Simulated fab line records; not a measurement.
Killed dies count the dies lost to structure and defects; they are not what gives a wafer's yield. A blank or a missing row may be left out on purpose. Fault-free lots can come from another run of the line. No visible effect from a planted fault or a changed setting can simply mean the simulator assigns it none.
fab line records | flow sfq_line
[record] lots = 14 | wafers = 42 | last_day = 89
route steps=325 shown I7@303
lots that met no fault: from a run of the same line without faults
start_h: hours from the record's first day to the start of the lot's first wafer shown | wait_h: hours from the lot's prior step to this one | " the same as in the row above | L1.1+2: one row covering several wafers at once | - no value present, or no start provided | * or withheld: withheld | < > ~ a bound
route shown NAME@n: names a module that has steps shown in the file, with the first one's number in the route | usual: average and standard deviation across the fault-free wafers | same: alike in all rows | chamber/n: place in a boat | sites: per-site readings | _std_site: standard deviation across them | _edge_site: mean of outer sites minus mean of inner sites | radius_mm: for every site, how far away it sits from the centre of the wafer | mask NAME#n: copy n | behind: the tool/chamber that last shaped the wafer | hold: why the lot was held/for how many hours/how that ended | device: whichever transistor did not switch (one of n, p or np) | end of line: the same wafers' tests at the end of the route | for a step that has no rows: nothing shown but its recipe | killed: dies that structure and defects cost at the first sort, which is not the same as the wafer's yield | map: the dies of a wafer, with x for killed, . for not killed, _ for no die there
set.NAME: the setting that was run; set.NAME@STEP: the one run at that earlier step | model.NAME: the simulator's own value behind a step, which no gauge read
route steps across a sampled set of lots; one table per step, one row per wafer
services: a tool's chamber out of use, with start hour (start_h, from the record's first day; less than 0 if before it), hours out, and reason
[[steps]]
[step SFQ_TRILAYER_I7_VIA_LITHO_EXPOSE_188]
[recipe] mask_id = I7 | na = 0.6 | source_shape = conventional | sigma_outer = 0.65 | target_cd_nm = 1000 | dose_mj = 21.3
[usual] exposure_dose_mJ_cm2 = 21.302/0.021 | focus_offset_nm = 0.0/0.5
lot.wafer | tool           | chamber | start_h | wait_h | mask | exposure_dose_mJ_cm2 | focus_offset_nm
L436.1    | krf_scanner-01 | 0       | 1852.03 | -      | I7#0 | 21.348               | -0.7
L436.4    | "              | 0       | "       | "      | I7#0 | 21.323               | 0.4
L436.5    | "              | 0       | "       | "      | I7#0 | 21.324               | -0.3
L437.1    | krf_scanner-02 | 0       | 1863.82 | -      | I7#0 | 21.351               | -0.7
L437.4    | "              | 0       | "       | "      | I7#0 | 21.292               | 0.4
L437.6    | "              | 0       | "       | "      | I7#0 | 21.311               | -0.2
L438.1    | krf_scanner-02 | 0       | 1865.02 | -      | I7#0 | 21.251               | 1.0
L438.5    | "              | 0       | "       | "      | I7#0 | 21.263               | -0.5
L438.6    | "              | 0       | "       | "      | I7#0 | 21.287               | -0.3
L440.1    | krf_scanner-01 | 0       | 1873.25 | -      | I7#0 | 21.344               | 0.0
L440.3    | "              | 0       | "       | "      | I7#0 | 21.314               | -0.1
L440.4    | "              | 0       | "       | "      | I7#0 | 21.303               | 0.1
L441.1    | krf_scanner-02 | 0       | 1879.01 | -      | I7#0 | 21.339               | -0.9
L441.2    | "              | 0       | "       | "      | I7#0 | 21.336               | -0.4
L441.4    | "              | 0       | "       | "      | I7#0 | 21.316               | -0.3
L442.4    | krf_scanner-02 | 0       | 1922.81 | -      | I7#0 | 21.315               | -0.3
L442.5    | "              | 0       | "       | "      | I7#0 | 21.298               | -0.1
L442.6    | "              | 0       | "       | "      | I7#0 | 21.290               | 0.1
L448.1    | krf_scanner-01 | 0       | 1945.07 | -      | I7#0 | 21.327               | 0.1
L448.2    | "              | 0       | "       | "      | I7#0 | 21.326               | 1.1
L448.4    | "              | 0       | "       | "      | I7#0 | 21.319               | 0.7
L451.2    | krf_scanner-02 | -       | 1982.85 | -      | I7#0 | -                    | -
L451.3    | "              | -       | "       | "      | I7#0 | -                    | -
L451.5    | "              | -       | "       | "      | I7#0 | -                    | -
L452.1    | krf_scanner-01 | -       | 2002.54 | -      | I7#0 | -                    | -
L452.4    | "              | -       | "       | "      | I7#0 | -                    | -
L452.5    | "              | -       | "       | "      | I7#0 | -                    | -
L453.2    | krf_scanner-01 | 0       | 2006.70 | -      | I7#0 | 21.299               | 0.1
L453.4    | "              | 0       | "       | "      | I7#0 | 21.271               | 0.4
L453.6    | "              | 0       | "       | "      | I7#0 | 21.286               | -0.1
L455.1    | krf_scanner-01 | 0       | 2050.85 | -      | I7#0 | 21.313               | -0.9
L455.2    | "              | 0       | "       | "      | I7#0 | 21.286               | -0.4
L455.5    | "              | 0       | "       | "      | I7#0 | 21.291               | 0.7
L456.1    | krf_scanner-01 | 0       | 2108.33 | -      | I7#0 | 21.312               | -0.1
L456.3    | "              | 0       | "       | "      | I7#0 | 21.290               | -0.1
L456.6    | "              | 0       | "       | "      | I7#0 | 21.295               | -0.5
L457.1    | krf_scanner-01 | 0       | 2109.53 | -      | I7#0 | 21.281               | -0.5
L457.3    | "              | 0       | "       | "      | I7#0 | 21.284               | -0.3
L457.4    | "              | 0       | "       | "      | I7#0 | 21.287               | -0.6
L458.2    | krf_scanner-01 | 0       | 2110.93 | -      | I7#0 | 21.298               | 0.8
L458.4    | "              | 0       | "       | "      | I7#0 | 21.282               | 0.6
L458.5    | "              | 0       | "       | "      | I7#0 | 21.292               | -0.2
[[services]]
tool           | chamber | start_h | hours | kind
krf_scanner-02 | -       | 1829.40 | 4.0   | pm
krf_scanner-01 | -       | 1834.33 | 1.0   | pm
krf_scanner-02 | -       | 1836.00 | 1.0   | pm
krf_scanner-02 | -       | 1836.03 | 0.7   | repair
krf_scanner-02 | -       | 1838.70 | 2.2   | repair
krf_scanner-01 | -       | 1855.63 | 0.8   | pm
krf_scanner-01 | -       | 1862.20 | 1.2   | repair
krf_scanner-01 | -       | 1876.85 | 1.3   | pm
krf_scanner-01 | -       | 1884.06 | 0.8   | pm
krf_scanner-02 | -       | 1973.63 | 0.6   | repair
krf_scanner-02 | -       | 1981.61 | 0.3   | repair
krf_scanner-02 | -       | 1990.35 | 1.3   | pm
krf_scanner-02 | -       | 1991.65 | 0.8   | pm
krf_scanner-01 | -       | 1999.42 | 1.0   | pm
krf_scanner-02 | -       | 2003.32 | 1.0   | pm
krf_scanner-01 | -       | 2004.29 | 2.2   | repair
krf_scanner-02 | -       | 2012.22 | 0.2   | repair
krf_scanner-01 | -       | 2049.55 | 1.3   | pm
krf_scanner-01 | -       | 2052.86 | 0.8   | pm
krf_scanner-02 | -       | 2060.90 | 2.7   | repair
krf_scanner-01 | -       | 2086.13 | 21.0  | pm
krf_scanner-02 | -       | 2107.85 | 3.6   | pm
[[key]]
[first_sign] step = SFQ_TRILAYER_I7_VIA_LITHO_EXPOSE_188 | reading = tool_record | direction = missing
effect none on later readings
met_at SFQ_TRILAYER_I7_VIA_LITHO_EXPOSE_188
struck_lots L451,L452
onset_between 1945.07 1982.85
[fault] kind = skipped_step_whole | tool = krf_scanner-01,krf_scanner-02 | chamber = - | onset_h = 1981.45 | steps = SFQ_TRILAYER_I7_VIA_LITHO_EXPOSE_188 | scope = struck_lots_only
